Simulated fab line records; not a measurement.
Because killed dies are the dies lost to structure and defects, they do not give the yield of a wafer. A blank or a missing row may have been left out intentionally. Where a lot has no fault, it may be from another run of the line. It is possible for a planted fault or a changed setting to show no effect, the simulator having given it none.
fab line records	flow gf180mcu
[record] lots = 12	wafers = 36	lastDay = 34
route steps=602 shown MVSD@74 M1@317
lots that met no fault: from a run of the same line without faults
startH: hours from the record's first day to the start of the lot's first wafer shown	waitH: hours elapsed since this lot's preceding step	" repeats the value in the row above	L1.1+2: a row that stands for several wafers	- either no value or no given start	* or withheld: withheld	< > ~ a bound
route shown NAME@n: a module of which the file shows steps, and the number in the route of the first	usual: the fault-free wafers' mean and standard deviation	same: alike in all rows	chamber/n: place in a boat	sites: the reading at each site	_std_site: how widely they spread, as a standard deviation	_edge_site: mean of outer sites minus mean of inner sites	radiusMm: how far each site lies from the wafer's centre	mask NAME#n: copy n	behind: the last tool/chamber to shape the wafer	hold: reason for holding the lot/hours on hold/outcome of the hold	device: the n, p or np transistor that did not switch	end of line: the same wafers' tests at the end of the route	step lacking rows: just its recipe	killed: not the wafer's yield, but the dies lost to structure and defects at the first sort	map: shows each die of a wafer: x if killed, . if not, _ if none is there
set.NAME: setting as actually run; set.NAME@STEP: the setting as run at that earlier step	model.NAME: the simulator's own value behind a step, which no gauge read
the route's steps for a sample of lots (tables are steps, rows are wafers)
services: a tool's chamber out of use, with start hour (startH, from the record's first day; less than 0 if before it), hours out, and reason
[[steps]]
[step GF_MVSD_IMPLANT_08]
[recipe] species = P	energyKev = 400	doseCm2 = 1.6e+13	tiltDeg = 0
[usual] beamOnS = 10.01/0.23
lot.wafer	tool	chamber	startH	waitH	beamOnS
L880.3	implanter-01	0	88.97	0.1	10.04
L880.5	"	0	"	"	9.90
L880.6	"	0	"	"	10.14
L881.2	implanter-03	0	95.90	0.0	10.31
L881.5	"	0	"	"	9.58
L881.6	"	0	"	"	10.03
L882.2	implanter-03	0	96.89	0.0	9.94
L882.3	"	0	"	"	9.93
L882.6	"	0	"	"	10.05
L882.2	implanter-03	0	97.21	0.3	10.07
L882.3	"	0	"	"	10.33
L882.6	"	0	"	"	9.81
L883.1	implanter-03	0	100.67	0.0	9.93
L883.4	"	0	"	"	10.16
L883.5	"	0	"	"	10.01
L883.1	implanter-03	0	100.99	0.3	9.88
L883.4	"	0	"	"	9.86
L883.5	"	0	"	"	9.88
L884.2	implanter-01	0	108.07	0.0	10.26
L884.3	"	0	"	"	10.14
L884.4	"	0	"	"	9.90
L889.3	implanter-01	0	140.32	0.1	10.26
L889.4	"	0	"	"	9.74
L889.6	"	0	"	"	10.13
L894.3	implanter-01	0	160.30	0.1	9.91
L894.4	"	0	"	"	10.01
L894.6	"	0	"	"	10.25
L895.1	implanter-01	0	172.77	0.0	10.55
L895.3	"	0	"	"	9.81
L895.5	"	0	"	"	10.00
L897.3	implanter-02	0	181.72	0.1	10.11
L897.4	"	0	"	"	10.07
L897.6	"	0	"	"	9.86
L898.2	implanter-01	0	184.69	0.0	9.98
L898.3	"	0	"	"	10.03
L898.6	"	0	"	"	10.02
L901.1	implanter-01	0	214.37	0.0	9.94
L901.3	"	0	"	"	10.24
L901.4	"	0	"	"	10.05
L903.1	implanter-03	0	219.54	0.0	9.44
L903.5	"	0	"	"	9.95
L903.6	"	0	"	"	9.84
[step GF_MVSD_TW_MEAS_11]
[usual] MVSD_TW = 1565/21
lot.wafer	tool	chamber	startH	waitH	MVSD_TW
L880.3	filmMetro-02	-	89.34	0.1	1545
L880.5	"	-	"	"	1545
L880.6	"	-	"	"	1535
L881.2	filmMetro-01	-	96.29	0.1	1578
L881.5	"	-	"	"	1584
L881.6	"	-	"	"	1579
L882.2	filmMetro-01	-	97.60	0.1	1942
L882.3	"	-	"	"	1938
L882.6	"	-	"	"	1930
L883.1	filmMetro-02	-	101.39	0.1	1904
L883.4	"	-	"	"	1899
L883.5	"	-	"	"	1909
L884.2	filmMetro-01	-	108.46	0.1	1575
L884.3	"	-	"	"	1576
L884.4	"	-	"	"	1575
L889.3	filmMetro-02	-	140.69	0.1	1547
L889.4	"	-	"	"	1550
L889.6	"	-	"	"	1547
L894.3	filmMetro-01	-	160.67	0.1	1591
L894.4	"	-	"	"	1586
L894.6	"	-	"	"	1584
L895.1	filmMetro-02	-	173.17	0.1	1539
L895.3	"	-	"	"	1551
L895.5	"	-	"	"	1539
L897.3	filmMetro-02	-	182.09	0.1	1536
L897.4	"	-	"	"	1540
L897.6	"	-	"	"	1546
L898.2	filmMetro-03	-	185.08	0.1	1572
L898.3	"	-	"	"	1571
L898.6	"	-	"	"	1575
L901.1	filmMetro-02	-	214.77	0.1	1545
L901.3	"	-	"	"	1545
L901.4	"	-	"	"	1542
L903.1	filmMetro-01	-	219.94	0.1	1590
L903.5	"	-	"	"	1591
L903.6	"	-	"	"	1597
[step GF_VT_IMPLANT_RS_MEAS_46]
[recipe] thkMeasGauge = four-point-probe
[usual] MVSD_RS = 456.6/1.1
lot.wafer	tool	chamber	startH	waitH	MVSD_RS[ohm/sq]
L880.3	filmMetro-03	-	164.60	0.1	456.1
L880.5	"	-	"	"	456.4
L880.6	"	-	"	"	457.0
L881.2	filmMetro-02	-	171.98	0.1	456.6
L881.5	"	-	"	"	456.1
L881.6	"	-	"	"	457.6
L882.2	filmMetro-03	-	172.91	0.1	334.2
L882.3	"	-	"	"	335.0
L882.6	"	-	"	"	334.7
L883.1	filmMetro-02	-	175.51	0.1	335.7
L883.4	"	-	"	"	335.8
L883.5	"	-	"	"	334.9
L884.2	filmMetro-01	-	182.74	0.1	458.8
L884.3	"	-	"	"	457.3
L884.4	"	-	"	"	459.3
L889.3	filmMetro-02	-	222.21	0.1	456.4
L889.4	"	-	"	"	457.0
L889.6	"	-	"	"	457.6
L894.3	filmMetro-01	-	248.50	0.1	456.5
L894.4	"	-	"	"	456.6
L894.6	"	-	"	"	457.8
L895.1	filmMetro-01	-	262.93	0.1	457.0
L895.3	"	-	"	"	457.8
L895.5	"	-	"	"	457.4
L897.3	filmMetro-03	-	273.06	0.1	457.5
L897.4	"	-	"	"	456.6
L897.6	"	-	"	"	457.1
L898.2	filmMetro-01	-	275.59	0.1	457.9
L898.3	"	-	"	"	457.9
L898.6	"	-	"	"	457.7
L901.1	filmMetro-03	-	308.92	0.1	457.3
L901.3	"	-	"	"	456.9
L901.4	"	-	"	"	456.5
L903.1	filmMetro-03	-	314.68	0.1	455.4
L903.5	"	-	"	"	453.9
L903.6	"	-	"	"	455.2
[step GF_M1_SPUTTER_02]
[recipe] material = AlCu	targetThkNm = 450	powerW = 10600	timeS = 23.9	chamberPressurePa = 0.4
[usual] chamberPressurePa = 0.4000/0.00081	throttleValvePct = 29.9/0.98
lot.wafer	tool	chamber	startH	waitH	chamberPressurePa	throttleValvePct
L880.3	pvdSputter-04	-	368.13	0.0	0.4006	29.2
L880.5	"	-	"	"	0.4012	30.2
L880.6	"	-	"	"	0.3987	30.7
L881.2	pvdSputter-04	-	374.80	0.0	0.4001	29.2
L881.5	"	-	"	"	0.3993	30.5
L881.6	"	-	"	"	0.4005	30.1
L882.2	pvdSputter-04	-	376.26	0.0	0.4000	29.2
L882.3	"	-	"	"	0.4006	29.2
L882.6	"	-	"	"	0.3999	28.9
L883.1	pvdSputter-02	-	386.98	0.0	0.3996	30.5
L883.4	"	-	"	"	0.3990	28.7
L883.5	"	-	"	"	0.3990	30.0
L884.2	pvdSputter-04	-	391.27	0.0	0.4007	29.1
L884.3	"	-	"	"	0.4005	29.3
L884.4	"	-	"	"	0.4005	30.5
L889.3	pvdSputter-02	-	452.45	0.0	0.4001	28.6
L889.4	"	-	"	"	0.4001	29.0
L889.6	"	-	"	"	0.3995	28.9
L894.3	pvdSputter-04	-	491.01	0.0	0.4011	29.1
L894.4	"	-	"	"	0.3997	30.5
L894.6	"	-	"	"	0.4009	29.3
L895.1	pvdSputter-03	-	507.05	0.0	0.4011	32.3
L895.3	"	-	"	"	0.3988	31.8
L895.5	"	-	"	"	0.4008	31.1
L897.3	pvdSputter-03	-	525.31	0.0	0.4007	31.5
L897.4	"	-	"	"	0.3999	32.0
L897.6	"	-	"	"	0.3991	31.5
L898.2	pvdSputter-04	-	528.56	0.0	0.3984	30.5
L898.3	"	-	"	"	0.4010	30.3
L898.6	"	-	"	"	0.4004	29.3
L901.1	pvdSputter-03	-	556.10	0.0	0.4000	28.7
L901.3	"	-	"	"	0.4002	32.0
L901.4	"	-	"	"	0.4010	31.4
L903.1	pvdSputter-04	-	564.35	0.0	0.3995	30.3
L903.5	"	-	"	"	0.3999	30.3
L903.6	"	-	"	"	0.3982	30.7
[step GF_M1_SPUTTER_03]
[recipe] material = Ti	targetThkNm = 10	substrateTempC = 300	chamberPressurePa = 0.3	powerW = 3000	timeS = 6.7
[usual] chamberPressurePa = 0.3000/0.00059	throttleValvePct = 29.9/0.99
lot.wafer	tool	chamber	startH	waitH	chamberPressurePa	throttleValvePct
L880.3	pvdSputter-04	-	368.16	0.0	0.2991	29.0
L880.5	"	-	"	"	0.2998	30.4
L880.6	"	-	"	"	0.2999	30.7
L881.2	pvdSputter-04	-	374.83	0.0	0.3002	29.3
L881.5	"	-	"	"	0.2995	30.5
L881.6	"	-	"	"	0.3005	30.3
L882.2	pvdSputter-04	-	376.29	0.0	0.3006	29.2
L882.3	"	-	"	"	0.2988	29.0
L882.6	"	-	"	"	0.2996	29.1
L883.1	pvdSputter-02	-	387.01	0.0	0.3000	30.4
L883.4	"	-	"	"	0.3001	28.7
L883.5	"	-	"	"	0.3001	30.3
L884.2	pvdSputter-04	-	391.30	0.0	0.3006	29.1
L884.3	"	-	"	"	0.3004	29.3
L884.4	"	-	"	"	0.2995	30.5
L889.3	pvdSputter-02	-	452.48	0.0	0.2994	28.6
L889.4	"	-	"	"	0.3014	28.8
L889.6	"	-	"	"	0.3014	28.8
L894.3	pvdSputter-04	-	491.04	0.0	0.2999	29.3
L894.4	"	-	"	"	0.3007	30.4
L894.6	"	-	"	"	0.3001	29.3
L895.1	pvdSputter-03	-	507.08	0.0	0.2991	32.2
L895.3	"	-	"	"	0.3008	32.0
L895.5	"	-	"	"	0.3001	31.5
L897.3	pvdSputter-03	-	525.34	0.0	0.2997	31.3
L897.4	"	-	"	"	0.3016	32.4
L897.6	"	-	"	"	0.3003	31.4
L898.2	pvdSputter-04	-	528.59	0.0	0.2990	30.6
L898.3	"	-	"	"	0.3000	30.3
L898.6	"	-	"	"	0.3002	29.1
L901.1	pvdSputter-03	-	556.13	0.0	0.3003	28.7
L901.3	"	-	"	"	0.3004	32.2
L901.4	"	-	"	"	0.3002	31.4
L903.1	pvdSputter-04	-	564.38	0.0	0.3007	30.3
L903.5	"	-	"	"	0.2998	30.5
L903.6	"	-	"	"	0.2997	30.4
[step GF_M1_METAL_ETCH_16]
[recipe] chemistry = Cl2/BCl3	maskMaterial = KrF	targetDepthNm = 750.8	stopOn = SiO2	pressureMtorr = 8	icpW = 800	biasW = 140	Cl2_flow_sccm = 80	bcl3FlowSccm = 40	timeS = 125.1
[usual] drypumpMotorCurrentA = 6.0/0.47	heBacksideLeakSccm = 3.27/0.29	mfcCl2Sccm = 79.99/0.25	oesProductAu = 0.993/0.0051	throttleValvePct = 28.226/0.0089
lot.wafer	tool	chamber	startH	waitH	drypumpMotorCurrentA	heBacksideLeakSccm	mfcCl2Sccm	oesProductAu	rfHoursCounterH	throttleValvePct
L880.3	rieMetal-01	1	390.37	0.1	6.6	3.38	80.22	0.989	-	28.230
L880.5	"	1	"	"	6.5	3.30	80.06	0.984	-	28.227
L880.6	"	0	"	"	5.9	2.90	80.26	0.990	-	28.214
L881.2	rieMetal-03	1	397.21	0.0	6.3	3.11	79.80	0.990	9	28.226
L881.5	"	0	"	"	6.0	3.28	79.63	0.987	-	28.228
L881.6	"	1	"	"	6.3	3.01	79.80	0.996	-	28.227
L882.2	rieMetal-01	0	399.41	0.0	5.9	3.45	80.20	0.997	10	28.226
L882.3	"	0	"	"	5.8	3.30	79.83	0.991	-	28.214
L882.6	"	1	"	"	6.6	3.41	80.03	0.986	-	28.235
L883.1	rieMetal-01	0	409.89	0.0	5.9	3.23	80.05	0.997	10	28.209
L883.4	"	0	"	"	5.9	3.28	79.71	1.004	-	28.231
L883.5	"	1	"	"	6.5	3.13	79.82	0.991	-	28.228
L884.2	rieMetal-03	1	414.05	0.1	6.3	3.02	80.31	0.999	-	28.225
L884.3	"	1	"	"	6.3	3.17	80.04	0.987	-	28.228
L884.4	"	1	"	"	6.3	3.18	80.34	0.995	-	28.224
L889.3	rieMetal-04	0	477.60	0.1	5.2	3.48	79.83	0.987	-	28.211
L889.4	"	1	"	"	5.5	3.35	80.37	0.987	-	28.234
L889.6	"	1	"	"	5.5	3.37	80.01	0.991	-	28.221
L894.3	rieMetal-04	1	514.72	0.1	5.5	3.42	79.98	0.993	-	28.233
L894.4	"	0	"	"	5.2	3.43	80.39	0.986	-	28.237
L894.6	"	0	"	"	5.2	3.49	80.04	0.998	-	28.224
L895.1	rieMetal-03	0	529.99	0.0	6.0	3.00	79.98	0.989	1	28.233
L895.3	"	0	"	"	6.1	3.28	79.72	0.988	-	28.216
L895.5	"	0	"	"	6.0	3.12	79.87	0.990	-	28.247
L897.3	rieMetal-04	1	548.18	0.1	5.5	3.68	79.63	0.997	-	28.227
L897.4	"	0	"	"	5.2	3.44	79.89	1.000	-	28.236
L897.6	"	0	"	"	5.2	3.66	80.45	0.995	-	28.229
L898.2	rieMetal-04	1	550.59	0.0	5.5	3.49	79.76	1.000	7	28.218
L898.3	"	0	"	"	5.2	3.31	80.39	0.985	-	28.244
L898.6	"	1	"	"	5.5	3.23	79.75	0.992	-	28.217
L901.1	rieMetal-01	1	577.53	0.0	6.5	3.17	79.84	0.990	9	28.240
L901.3	"	1	"	"	6.6	3.23	79.92	0.996	-	28.230
L901.4	"	0	"	"	5.8	3.15	79.68	0.980	-	28.239
L903.1	rieMetal-04	1	585.44	0.0	5.5	3.41	80.29	0.994	8	28.213
L903.5	"	1	"	"	5.5	3.76	79.93	0.997	-	28.235
L903.6	"	0	"	"	5.2	3.21	80.07	0.998	-	28.218
[[services]]
tool	chamber	startH	hours	kind
implanter-01	-	114.24	13.3	pm
rieMetal-04	-	145.71	1.4	pm
implanter-03	-	146.56	1.6	repair
implanter-03	-	151.76	3.8	pm
implanter-03	-	162.71	2.1	repair
implanter-01	-	187.27	5.3	pm
rieMetal-04	1	191.16	15.2	repair
pvdSputter-02	-	200.27	5.3	repair
pvdSputter-02	-	218.52	0.7	repair
implanter-01	-	227.37	10.6	pm
rieMetal-01	1	228.49	7.2	repair
pvdSputter-04	-	238.29	6.8	repair
rieMetal-04	-	247.91	2.8	pm
implanter-03	-	255.09	4.4	pm
pvdSputter-03	-	285.60	2.8	repair
implanter-01	-	299.58	3.1	repair
pvdSputter-04	-	314.35	2.0	repair
implanter-01	-	345.75	5.2	repair
pvdSputter-03	-	361.12	0.8	repair
implanter-01	-	375.14	1.5	repair
pvdSputter-04	-	381.17	4.4	repair
pvdSputter-04	-	429.06	0.9	repair
implanter-03	-	433.21	4.7	repair
implanter-01	-	475.45	1.0	repair
[[key]]
[firstSign] step = GF_MVSD_IMPLANT_08	reading = visit	direction = added
[effect] step = GF_MVSD_TW_MEAS_11	reading = MVSD_TW	direction = up	sigmas = 17	usual = 1565	struck = 1920
[effect] step = GF_VT_IMPLANT_RS_MEAS_46	reading = MVSD_RS	direction = down	sigmas = 99+	usual = 456.6	struck = 335.1
metAt GF_MVSD_IMPLANT_08
struckLots L882,L883
testerLeftOut L882,L883
notActingAt GF_M1_SPUTTER_02,GF_M1_SPUTTER_03,GF_M1_METAL_ETCH_16
[fault] kind = repeatedStepWhole	tool = implanter-01,implanter-02,implanter-03	chamber = -	onsetH = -	steps = GF_MVSD_IMPLANT_08	times = 1	scope = struckLotsOnly
// testerLeftOut: of these lots the tester's yield and bins aren't shown, on N5 and GAA mostly nor the transistor test; their killed dies are dies lost to structure and defects alone, not to doping, threshold or leakage, so they don't give the yield
